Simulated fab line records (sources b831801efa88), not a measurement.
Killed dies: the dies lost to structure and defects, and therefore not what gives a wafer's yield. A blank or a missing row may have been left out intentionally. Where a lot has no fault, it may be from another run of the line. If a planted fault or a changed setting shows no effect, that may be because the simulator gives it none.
Split-lot study :: flow gf180mcu :: 27 wafers read across 5 lots, on a route 602 steps long

ON THE SPLIT
At GF_V3_CVD_02 (deposits SiO2 from TEOS, target thk 850 nm, time 94.851 s), the setting time_s was moved away from the recipe's 94.851 s on 12 of the 27 wafers read, by +19.2% to +57.5%. All remaining wafers had this setting at the recipe value.

Split to reading: the file shows no intervening step.

THE READING
At GF_V3_THK_MEAS_03: V3_CVD_02_THK, given in nm. Fault-free wafers of this fab line usually give 850 nm, standard deviation 12 nm.

wafer: L074.1
tool, chamber at the split: pecvd-04, 1
time_s as run, s: 94.851
against the recipe: recipe
V3_CVD_02_THK, nm: 850
against lot-mates on the recipe: -

wafer: L074.3
tool, chamber at the split: pecvd-04, 2
time_s as run, s: 94.851
against the recipe: recipe
V3_CVD_02_THK, nm: 832
against lot-mates on the recipe: -

wafer: L074.6
tool, chamber at the split: pecvd-04, 0
time_s as run, s: 94.851
against the recipe: recipe
V3_CVD_02_THK, nm: 838
against lot-mates on the recipe: -

wafer: L075.1
tool, chamber at the split: pecvd-02, 2
time_s as run, s: 94.851
against the recipe: recipe
V3_CVD_02_THK, nm: 843
against lot-mates on the recipe: -

wafer: L075.2
tool, chamber at the split: pecvd-02, 0
time_s as run, s: 138.4
against the recipe: +45.9%
V3_CVD_02_THK, nm: 1237
against lot-mates on the recipe: +390

wafer: L075.3
tool, chamber at the split: pecvd-02, 1
time_s as run, s: 94.851
against the recipe: recipe
V3_CVD_02_THK, nm: 837
against lot-mates on the recipe: -

wafer: L075.4
tool, chamber at the split: pecvd-02, 2
time_s as run, s: 94.851
against the recipe: recipe
V3_CVD_02_THK, nm: 862
against lot-mates on the recipe: -

wafer: L075.5
tool, chamber at the split: pecvd-02, 0
time_s as run, s: 138.4
against the recipe: +45.9%
V3_CVD_02_THK, nm: 1251
against lot-mates on the recipe: +404

wafer: L075.6
tool, chamber at the split: pecvd-02, 1
time_s as run, s: 138.4
against the recipe: +45.9%
V3_CVD_02_THK, nm: 1249
against lot-mates on the recipe: +402

wafer: L079.1
tool, chamber at the split: pecvd-02, 0
time_s as run, s: 94.851
against the recipe: recipe
V3_CVD_02_THK, nm: 822
against lot-mates on the recipe: -

wafer: L079.2
tool, chamber at the split: pecvd-02, 1
time_s as run, s: 149.4
against the recipe: +57.5%
V3_CVD_02_THK, nm: 1316
against lot-mates on the recipe: +479

wafer: L079.3
tool, chamber at the split: pecvd-02, 2
time_s as run, s: 94.851
against the recipe: recipe
V3_CVD_02_THK, nm: 843
against lot-mates on the recipe: -

wafer: L079.4
tool, chamber at the split: pecvd-02, 0
time_s as run, s: 94.851
against the recipe: recipe
V3_CVD_02_THK, nm: 847
against lot-mates on the recipe: -

wafer: L079.5
tool, chamber at the split: pecvd-02, 2
time_s as run, s: 149.4
against the recipe: +57.5%
V3_CVD_02_THK, nm: 1350
against lot-mates on the recipe: +513

wafer: L079.6
tool, chamber at the split: pecvd-02, 1
time_s as run, s: 149.4
against the recipe: +57.5%
V3_CVD_02_THK, nm: 1333
against lot-mates on the recipe: +496

wafer: L081.1
tool, chamber at the split: pecvd-02, 0
time_s as run, s: 113.1
against the recipe: +19.2%
V3_CVD_02_THK, nm: 1001
against lot-mates on the recipe: +158

wafer: L081.2
tool, chamber at the split: pecvd-02, 1
time_s as run, s: 94.851
against the recipe: recipe
V3_CVD_02_THK, nm: 834
against lot-mates on the recipe: -

wafer: L081.3
tool, chamber at the split: pecvd-02, 2
time_s as run, s: 94.851
against the recipe: recipe
V3_CVD_02_THK, nm: 843
against lot-mates on the recipe: -

wafer: L081.4
tool, chamber at the split: pecvd-02, 2
time_s as run, s: 113.1
against the recipe: +19.2%
V3_CVD_02_THK, nm: 1023
against lot-mates on the recipe: +180

wafer: L081.5
tool, chamber at the split: pecvd-02, 0
time_s as run, s: 94.851
against the recipe: recipe
V3_CVD_02_THK, nm: 853
against lot-mates on the recipe: -

wafer: L081.6
tool, chamber at the split: pecvd-02, 1
time_s as run, s: 113.1
against the recipe: +19.2%
V3_CVD_02_THK, nm: 1017
against lot-mates on the recipe: +174

wafer: L085.1
tool, chamber at the split: pecvd-02, 0
time_s as run, s: 129.7
against the recipe: +36.7%
V3_CVD_02_THK, nm: 1141
against lot-mates on the recipe: +293

wafer: L085.2
tool, chamber at the split: pecvd-02, 2
time_s as run, s: 129.7
against the recipe: +36.7%
V3_CVD_02_THK, nm: 1151
against lot-mates on the recipe: +303

wafer: L085.3
tool, chamber at the split: pecvd-02, 1
time_s as run, s: 94.851
against the recipe: recipe
V3_CVD_02_THK, nm: 834
against lot-mates on the recipe: -

wafer: L085.4
tool, chamber at the split: pecvd-02, 2
time_s as run, s: 94.851
against the recipe: recipe
V3_CVD_02_THK, nm: 854
against lot-mates on the recipe: -

wafer: L085.5
tool, chamber at the split: pecvd-02, 0
time_s as run, s: 94.851
against the recipe: recipe
V3_CVD_02_THK, nm: 856
against lot-mates on the recipe: -

wafer: L085.6
tool, chamber at the split: pecvd-02, 1
time_s as run, s: 129.7
against the recipe: +36.7%
V3_CVD_02_THK, nm: 1174
against lot-mates on the recipe: +326

FIT RESULTS
A straight line over all 27 wafers: V3_CVD_02_THK changes by +8.59 nm for each +1% of time_s; r = +1.00; the points scatter about the line by 12 nm.
The same after taking each lot's own level away (the mean of its wafers on the recipe; 27 wafers): +8.6 nm for each +1%; r = +1.00; scatter 11 nm.
Per that fit: largest time_s move, reading shift of 4.9e+02 nm.
Across the lots, their own levels run from 837.3 to 848.0 nm, a range of 0.9 times the standard deviation given above.
The two slopes agree, so the slope changes little with the lot-to-lot level.
Check: +498 nm against its lot-mates is what the line predicts for one of the wafers moved furthest among these (+57.5%) when that wafer is left out of the fit. Against them it came out at +479 nm.

THE WHOLE CHAIN: every reading that the file lists as answering this split, in the file's order
step: GF_V3_CVD_02
what it does: deposits SiO2 from TEOS, target thk 850 nm, time 94.851 s
reading: SiO2_of_V3_CVD_02.thk_nm (the simulator's own value, which no gauge read)
change (the file's fit): +8.6 nm for each +1% of the setting
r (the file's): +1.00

step: GF_V3_THK_MEAS_03
what it does: 
reading: V3_CVD_02_THK
change (the file's fit): +8.6 for each +1% of the setting
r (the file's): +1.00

step: GF_V3_CMP_04
what it does: polishes SiO2
reading: time_to_endpoint_s
change (the file's fit): withheld for each +1% of the setting
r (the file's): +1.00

FILE'S OWN FIT
V3_CVD_02_THK changes by +8.6 nm for each +1% of time_s, r = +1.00.
